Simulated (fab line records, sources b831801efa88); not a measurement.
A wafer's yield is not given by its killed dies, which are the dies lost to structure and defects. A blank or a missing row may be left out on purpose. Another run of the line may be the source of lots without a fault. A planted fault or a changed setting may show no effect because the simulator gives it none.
Matching of chambers + flow sky130 + SKY_LI_CONTACT_CMP_24 on cmp-02 has 4 sister chambers
The step polishes, stops on PSG, t overpolish 20 s, target thk 0 nm. 4 wafers are shown with their chamber, then 7 later ones without.

## WAFERS WITH THEIR CHAMBER
| wafer  | chamber | motor current A (A) |
|--------|---------|---------------------|
| L493.2 | 2       | 11.8                |
| L498.5 | 0       | 11.0                |
| L507.3 | 1       | 8.4                 |
| L507.4 | 3       | 9.5                 |

## WAFERS WITH NO CHAMBER GIVEN
| wafer  | motor current A (A) |
|--------|---------------------|
| L507.6 | 11.6                |
| L509.2 | 11.1                |
| L509.3 | 8.7                 |
| L509.6 | 9.8                 |
| L512.1 | 8.7                 |
| L512.3 | 12.0                |
| L512.4 | 10.0                |

## CHAMBER TAKEN BY EACH
| wafer  | from the rows above     | in truth                   |
|--------|-------------------------|----------------------------|
| L507.6 | can't be placed: 2 or 0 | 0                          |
| L509.2 | 0                       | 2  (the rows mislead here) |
| L509.3 | can't be placed: 1 or 3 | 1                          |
| L509.6 | 3                       | 3                          |
| L512.1 | can't be placed: 1 or 3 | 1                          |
| L512.3 | 2                       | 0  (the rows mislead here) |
| L512.4 | can't be placed: 3 or 0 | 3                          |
Placed correctly: 1 of 7. From these rows, 4 cannot be placed; in 4 the true chamber is one of the candidates. Wrongly placed: 2.
How it was worked out, from the rows above alone: a wafer's distance from a chamber is the root of the sum, over the readings, of the square of ((its reading less the chamber's mean) divided by the reading's scatter). If the next closest chamber is less than 2 further off than the closest, the wafer can't be placed; otherwise it belongs to the closest. Each chamber's mean is taken over the wafers shown for it. The scatter (one wafer shown for each chamber): square how far every hidden wafer sits from the nearest shown wafer, average those squares and take the square root.
